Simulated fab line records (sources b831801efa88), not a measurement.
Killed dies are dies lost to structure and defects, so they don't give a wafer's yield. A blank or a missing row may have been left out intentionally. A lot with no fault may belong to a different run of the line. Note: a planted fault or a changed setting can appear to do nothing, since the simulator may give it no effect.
Comparing a struck lot with a sound one -- flow sky130 -- 28 out of 708 route steps
Sound: these wafers, L432.2, L432.4, L432.5. Struck: wafers L436.4, L436.5, L436.6. The cause comes at the end.
Order at every step that has rows: each side's tool, ch and its chambers, its first start. Under that, the readings that differ: sound wafers -- struck wafers -- difference of the means -- sigmas: that difference in standard deviations of wafers without a fault.
alike: words and numbers the same on both sides, and readings whose means are apart by under 2 such deviations; not compared: readings that were withheld, readings missing a value for some wafer, numbers with overlapping values and no deviation given by the record, and bounds like >300 which may hide the same value.
Wherever a step has rows on one side only, a row that says differs or no value, or a row with sigmas, the two part there. Numbers that don't overlap but have no deviation are shown without sigmas and don't part them. A reading missing from all wafers of one side parts the sides only when that side holds two or more wafers.

first, 1 step without rows for these wafers: SKY_VT_ADJUST_LVTN_IMPLANT_08.
SKY_VT_ADJUST_LVTN_STRIP_09: strips in O2/N2.
  sound on plasma asher-01 ch 0,1, day 7 09:11; struck on plasma asher-03 ch 0,1, day 8 10:16
  alike: drypump motor current A, oes product au, strip time to endpoint s
  not compared: rf hours counter h
SKY_VT_ADJUST_LVTN_TW_MEAS_10:
  sound: film metro-03 at day 7 09:18; struck: film metro-03 at day 8 10:21
  alike: VT_ADJUST_LVTN_TW
then, 7 steps without rows for these wafers: SKY_VT_ADJUST_LVTN_DEHYDRATE_11 (time 60 s); SKY_VT_ADJUST_LVTN_HMDS_12 (prime time 60 s); SKY_VT_ADJUST_LVTN_COAT_13 (resist thk 1140 nm); SKY_VT_ADJUST_LVTN_SOFTBAKE_14 (time 60 s); SKY_VT_ADJUST_LVTN_EXPOSE_15 (exposes mask HVN STD DERIVED, target cd 600 nm); SKY_VT_ADJUST_LVTN_PEB_16; SKY_VT_ADJUST_LVTN_DEVELOP_17 (develop time 60 s).
SKY_VT_ADJUST_LVTN_OVL_MEAS_18:
  sound: overlay-01 at day 8 05:01; struck: overlay-01 at day 9 06:50
  alike: VT_ADJUST_LVTN_01_OVL
then, 1 step without rows for these wafers: SKY_VT_ADJUST_LVTN_IMPLANT_19.
SKY_VT_ADJUST_LVTN_STRIP_20: strips in O2/N2.
  sound on plasma asher-01 ch 0,1, day 8 05:11; struck on plasma asher-03 ch 0,1, day 9 07:02
reading,sound,struck,difference,sigmas
oes product au (a.u.),0.708 0.719 0.717,0.917 0.916 0.920,+0.203,+43
strip time to endpoint s (s),14.20 14.20 14.14,- - -,no value on the struck wafers,
model.NOVOLAK_of_VT_ADJUST_LVTN_COAT_13.thk nm (nm),0 0 0,671.8 673.4 672.7,+672.6,
  alike: drypump motor current A
  not compared: rf hours counter h
SKY_VT_ADJUST_LVTN_TW_MEAS_21:
  sound: film metro-04 at day 8 05:18; struck: film metro-03 at day 9 07:07
  alike: VT_ADJUST_LVTN_2_TW
then, 7 steps without rows for these wafers: SKY_VT_ADJUST_NCORE_DEHYDRATE_00 (time 60 s); SKY_VT_ADJUST_NCORE_HMDS_01 (prime time 60 s); SKY_VT_ADJUST_NCORE_COAT_02 (resist thk 1140 nm); SKY_VT_ADJUST_NCORE_SOFTBAKE_03 (time 60 s); SKY_VT_ADJUST_NCORE_EXPOSE_04 (exposes mask LVTN COMPLEMENT THIN, target cd 380 nm); SKY_VT_ADJUST_NCORE_PEB_05; SKY_VT_ADJUST_NCORE_DEVELOP_06 (develop time 60 s).
SKY_VT_ADJUST_NCORE_CD_MEAS_07: the cd target is 380 nm.
  sound: cd sem-01 at day 9 01:44; struck: cd sem-01 at day 10 02:27
  alike: cd nm
SKY_VT_ADJUST_NCORE_OVL_MEAS_08:
  sound: overlay-02 at day 9 01:50; struck: overlay-02 at day 10 02:32
  alike: VT_ADJUST_NCORE_OVL
then, 1 step without rows for these wafers: SKY_VT_ADJUST_NCORE_IMPLANT_09.
SKY_VT_ADJUST_NCORE_STRIP_10: strips in O2/N2.
  sound on plasma asher-01 ch 0,1, day 9 02:01; struck on plasma asher-02 ch 0,1, day 10 02:44
reading,sound,struck,difference,sigmas
strip time to endpoint s (s),14.17 14.15 14.22,24.36 24.40 24.36,+10.19,+99 or more
  alike: drypump motor current A, oes product au
  not compared: rf hours counter h
SKY_VT_ADJUST_NCORE_TW_MEAS_11:
  sound: film metro-01 at day 9 02:07; struck: film metro-01 at day 10 02:49
reading,sound,struck,difference,sigmas
VT_ADJUST_NCORE_TW,223.4 222.1 223.2,30.4 30.4 30.4,-192.5,-99 or more
then, 1 step without rows for these wafers: SKY_VT_ADJUST_HVTR_DEHYDRATE_00 (time 60 s).
-- a jump in the record: the struck wafers' starts before and after are 37 days apart (it breaks off in module VT_ADJUST_HVTR and resumes in module PAD_OPEN, where the first step shown is number 708 of the route) --
SKY_PAD_OPEN_PROBE_99:
  sound: prober-02 at day 45 20:58; struck: prober-02 at day 46 20:49
reading,sound,struck,difference,sigmas
model.etest.nfet_16v.r on ohm um,1.379e+04 1.385e+04 1.394e+04,1.239e+04 1.242e+04 1.232e+04,-1.483e+03,
model.etest.pfet_16v.r on ohm um,1.49e+04 1.533e+04 1.492e+04,1.678e+04 1.677e+04 1.64e+04,+1.600e+03,
model.etest.pfet g5v0d10v5.r on ohm um,4800 4810 4857,6101 6028 5991,+1218,
model.etest.tip p.rs ohm sq,6892 6898 6852,7522 7549 7550,+660,
model.etest.pfet_01v8.r on ohm um,2907 3018 3003,3277 3308 3207,+288,
model.etest.tip_p_5v.rs ohm sq,2860 2876 2855,3117 3115 3120,+254,
model.etest.pfet g5v0d10v5.drive ua um,338.8 338.7 333.9,242.3 246 251.4,-90.6,
model.etest.nfet_01v8_turned.drive ua um,484 472.9 489.6,580.8 554.1 581.2,+89.9,

## WHERE THEY PART
At SKY_VT_ADJUST_LVTN_STRIP_20 first; at SKY_VT_ADJUST_NCORE_TW_MEAS_11 last (within this record only).

WHY: whatever the simulator had introduced
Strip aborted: plasma asher-03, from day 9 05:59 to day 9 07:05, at SKY_VT_ADJUST_LVTN_STRIP_20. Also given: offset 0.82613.
